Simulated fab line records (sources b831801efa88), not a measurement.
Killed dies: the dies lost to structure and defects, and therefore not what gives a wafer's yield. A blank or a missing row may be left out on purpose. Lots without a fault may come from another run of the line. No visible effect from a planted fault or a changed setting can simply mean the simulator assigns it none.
A lot that was struck, set against a sound lot :: flow sky130 :: 42 steps out of a route of 708
Sound: the wafers L252.3, L252.5, L252.6. The struck wafers were L264.2, L264.3, L264.5. The cause is named last.
Each step with rows lists, per side, the tool, then ch with its chambers, then its first start. Under that, the readings that differ: sound wafers :: struck wafers :: difference of the means :: sigmas: that difference in standard deviations of wafers without a fault.
alike: readings whose means differ by less than 2 such deviations, and words and numbers that are the same on both sides. not compared: withheld readings, readings that some wafer has no value for, bounds like >300 that may hide the same value, and numbers for which the record gives no deviation and whose values overlap.
A row with sigmas, a row that says differs or no value, or rows on one side alone: a step with any of these is where the two part. Numbers that don't overlap but have no deviation are shown without sigmas and don't part them. A reading that every wafer of one side lacks parts them only if that side has two wafers or more.

first, 2 steps without rows for these wafers: SKY_PWDE_PEB_05; SKY_PWDE_DEVELOP_06 (develop time 60 s).
SKY_PWDE_OVL_MEAS_07:
  struck on overlay-01, day 7 02:23; sound on overlay-02, day 4 13:02
  alike: PWDE_OVL
following that, these wafers have no rows for 1 step: SKY_PWDE_IMPLANT_08.
SKY_PWDE_STRIP_09: strips in O2/N2.
  sound on plasma asher-03 ch 0,1, day 4 13:15; struck on plasma asher-01 ch 0,1, day 7 02:34
  alike: chamber pressure mTorr, drypump motor current A, n2 flow sccm, oes product au, strip time to endpoint s
  not compared: rf hours counter h
SKY_PWDE_TW_MEAS_10:
  struck on film metro-04, day 7 02:40; sound on film metro-01, day 4 13:20
  alike: PWDE_TW
then, 6 steps without rows for these wafers: SKY_NWELL_DEHYDRATE_03 (time 60 s); SKY_NWELL_HMDS_04 (prime time 60 s); SKY_NWELL_COAT_05 (resist thk 3000 nm); SKY_NWELL_SOFTBAKE_06; SKY_NWELL_EXPOSE_07 (exposes mask NWM, target cd 840 nm); SKY_NWELL_PEB_08.
SKY_NWELL_DEVELOP_09: develop time 60 s.
  sound on litho track-02 ch 0, day 5 06:00; struck on litho track-03 ch 0, day 7 20:00
  alike: chill plate temp C
SKY_NWELL_OVL_MEAS_10:
  struck on overlay-01, day 7 21:05; sound on overlay-01, day 5 06:13
  alike: NWELL_00_OVL
then, 3 steps without rows for these wafers: SKY_NWELL_IMPLANT_11; SKY_NWELL_IMPLANT_12; SKY_NWELL_IMPLANT_13.
SKY_NWELL_STRIP_14: strips in O2/N2.
  sound on plasma asher-02 ch 0,1, day 5 06:44; struck on plasma asher-02 ch 0,1, day 7 21:34
  alike: chamber pressure mTorr, drypump motor current A, n2 flow sccm, oes product au, strip time to endpoint s
  not compared: rf hours counter h
SKY_NWELL_TW_MEAS_15:
  struck on film metro-04, day 7 21:40; sound on film metro-04, day 5 06:49
  alike: NWELL_TW
then, 7 steps without rows for these wafers: SKY_NWELL_DEHYDRATE_16 (time 60 s); SKY_NWELL_HMDS_17 (prime time 60 s); SKY_NWELL_COAT_18 (resist thk 3000 nm); SKY_NWELL_SOFTBAKE_19; SKY_NWELL_EXPOSE_20 (exposes mask NWM COMPLEMENT, target cd 840 nm); SKY_NWELL_PEB_21; SKY_NWELL_DEVELOP_22 (develop time 60 s).
SKY_NWELL_OVL_MEAS_23:
  struck on overlay-01, day 8 18:20; sound on overlay-02, day 6 00:27
  alike: NWELL_01_OVL
following that, these wafers have no rows for 1 step: SKY_NWELL_IMPLANT_24.
SKY_NWELL_STRIP_25: strips in O2/N2.
  sound on plasma asher-04 ch 0,1, day 6 00:40; struck on plasma asher-04 ch 0,1, day 8 18:32
  alike: chamber pressure mTorr, drypump motor current A, n2 flow sccm, oes product au, strip time to endpoint s
  not compared: rf hours counter h
SKY_NWELL_TW_MEAS_26:
  struck on film metro-02, day 8 18:38; sound on film metro-01, day 6 00:44
  alike: NWELL_2_TW
then, 1 step without rows for these wafers: SKY_NWELL_CLEAN_27 (cleans in SC1/SC2, time 150 s).
SKY_NWELL_RTA_28: time 30 s.
  sound on rtp anneal-01 ch 0, day 6 00:52; struck on rtp anneal-02 ch 0, day 8 18:46
  alike: lamp power pct, wafer_temp_C_max
SKY_NWELL_RS_MEAS_29: uses a four-point probe to measure.
  struck on film metro-04, day 8 18:52; sound on film metro-01, day 6 00:58
  alike: NWELL_RS
SKY_NWELL_RS_MEAS_31: uses a four-point probe to measure.
  struck on film metro-04, day 8 19:06; sound on film metro-01, day 6 01:13
  alike: PWDE_RS
then, 7 steps without rows for these wafers: SKY_VT_ADJUST_HVTP_DEHYDRATE_00 (time 60 s); SKY_VT_ADJUST_HVTP_HMDS_01 (prime time 60 s); SKY_VT_ADJUST_HVTP_COAT_02 (resist thk 1140 nm); SKY_VT_ADJUST_HVTP_SOFTBAKE_03 (time 60 s); SKY_VT_ADJUST_HVTP_EXPOSE_04 (exposes mask HVTPM, target cd 380 nm); SKY_VT_ADJUST_HVTP_PEB_05; SKY_VT_ADJUST_HVTP_DEVELOP_06 (develop time 60 s).
-- here the record skips 41 days between the struck wafers' starts before and after, leaving off in module VT_ADJUST_HVTP and picking up in module PAD_OPEN (first step shown: number 708 of the route) --
SKY_PAD_OPEN_PROBE_99:
  struck on prober-02, day 49 10:29; sound on prober-01, day 46 07:08
reading: model.etest.nfet_16v.r on ohm um
sound: 1.38e+04 1.402e+04 1.382e+04
struck: 1.579e+04 1.573e+04 1.584e+04
difference: +1.907e+03
sigmas: 

reading: model.etest.pfet_16v.r on ohm um
sound: 1.526e+04 1.537e+04 1.532e+04
struck: 1.417e+04 1.415e+04 1.425e+04
difference: -1.127e+03
sigmas: 

reading: model.etest.res nwell.line ohm um
sound: 1167 1173 1149
struck: 1638 1622 1613
difference: +461
sigmas: 

reading: model.etest.res nwell.width nm (nm)
sound: 830.8 828.9 833
struck: 606.6 605.8 605.9
difference: -224.8
sigmas: 

reading: model.etest.res iso pwell.width nm (nm)
sound: 2642 2658 2639
struck: 2777 2788 2785
difference: +137
sigmas: 

reading: model.etest.pfet_16v.drive ua um
sound: 240.4 239.4 241.2
struck: 268.9 274.9 269.9
difference: +30.9
sigmas: 

reading: model.etest.nfet_16v.drive ua um
sound: 225.2 222.4 222.6
struck: 205.8 209 206
difference: -16.5
sigmas: 

reading: model.etest.iso nwell nwell.leak log10 a um
sound: -13.79 -13.71 -13.85
struck: -13.94 -13.98 -14
difference: -0.19
sigmas: 
  alike: killed_at_M0_to_M3, killed_at_M4_up, killed at contacts, killed at front end, killed at other, killed dies, killed open, killed short

## WHERE THEY PART
Nowhere in this record.

WHY: what the simulator had put in
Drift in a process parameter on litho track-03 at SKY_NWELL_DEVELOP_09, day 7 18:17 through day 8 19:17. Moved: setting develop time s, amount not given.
